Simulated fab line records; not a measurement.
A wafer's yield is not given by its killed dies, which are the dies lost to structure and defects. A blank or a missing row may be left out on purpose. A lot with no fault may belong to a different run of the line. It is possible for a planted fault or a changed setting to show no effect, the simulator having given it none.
2 desks looking at one fault ; flow gf180mcu ; each desk holds nothing but its own numbers, with what lay behind them at the end

TOOL OWNER'S DESK, pvd-sputter-04
At GF_M2_SPUTTER_01 (material TiN, target thk 30 nm, time 25 s) the tool's own readings: per lot run on this tool, the mean of the sampled wafers that have a number. A lot is out of limits, marked OUT, if its mean lies more than 4 standard deviations from the usual mean; the brackets give that distance.
Columns: A = chamber-pressure-pa at GF_M2_SPUTTER_01, usual 0.3999 Pa; B = throttle-valve-pct at GF_M2_SPUTTER_01, usual 29.5 %
lot;first seen here;A;B
L127;day 19 09:05;0.3995;29.5
L136;day 22 15:28;0.4873 (+99 or more) OUT;26.2
L138;day 23 10:43;0.4873 (+99 or more) OUT;27.2
This desk finds L136, L138 out of limits, L136 being first, at day 22 15:28 (chamber-pressure-pa at GF_M2_SPUTTER_01). In limits: L127.

METROLOGY DESK
What the gauges read for every lot (on any tool): the sampled wafers with a number, averaged. A lot is out of limits, marked OUT, if its mean lies more than 4 standard deviations from the usual mean; the brackets give that distance.
Columns: A = V1_W_RS at GF_V1_RS_MEAS_24, usual 0.324 ohm/sq; B = V1_W_THK at GF_V1_THK_MEAS_25, usual 334 nm
lot;first seen here;A;B
L127;day 19 08:30;0.316;340
L128;day 19 22:37;0.320;337
L135;day 22 12:37;0.332;323
L136;day 22 14:53;0.329;332
L138;day 23 10:10;0.318;345
L143;day 25 17:20;0.333;321
Result from this desk: across the 6 lots, nothing is out of limits.

PUT TOGETHER
On L136, L138, at day 22 15:28, an alarm was possible from the tool owner's desk.
The metrology desk saw nothing out of limits.
The metrology desk has L136, L138 on record, within its limits.
The lots listed all ran GF_M2_SPUTTER_01 on pvd-sputter-04.

WHAT HAD BEEN PUT IN BY THE SIMULATOR
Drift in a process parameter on pvd-sputter-04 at GF_M2_SPUTTER_01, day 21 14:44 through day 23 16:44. The setting chamber-pressure-pa was moved by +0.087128, starting from 0.4. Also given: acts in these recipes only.
Lots struck among those shown: L136, L138.
How many hours passed from the start of the fault until each desk's first out-of-limits reading: the tool owner's desk, 25.
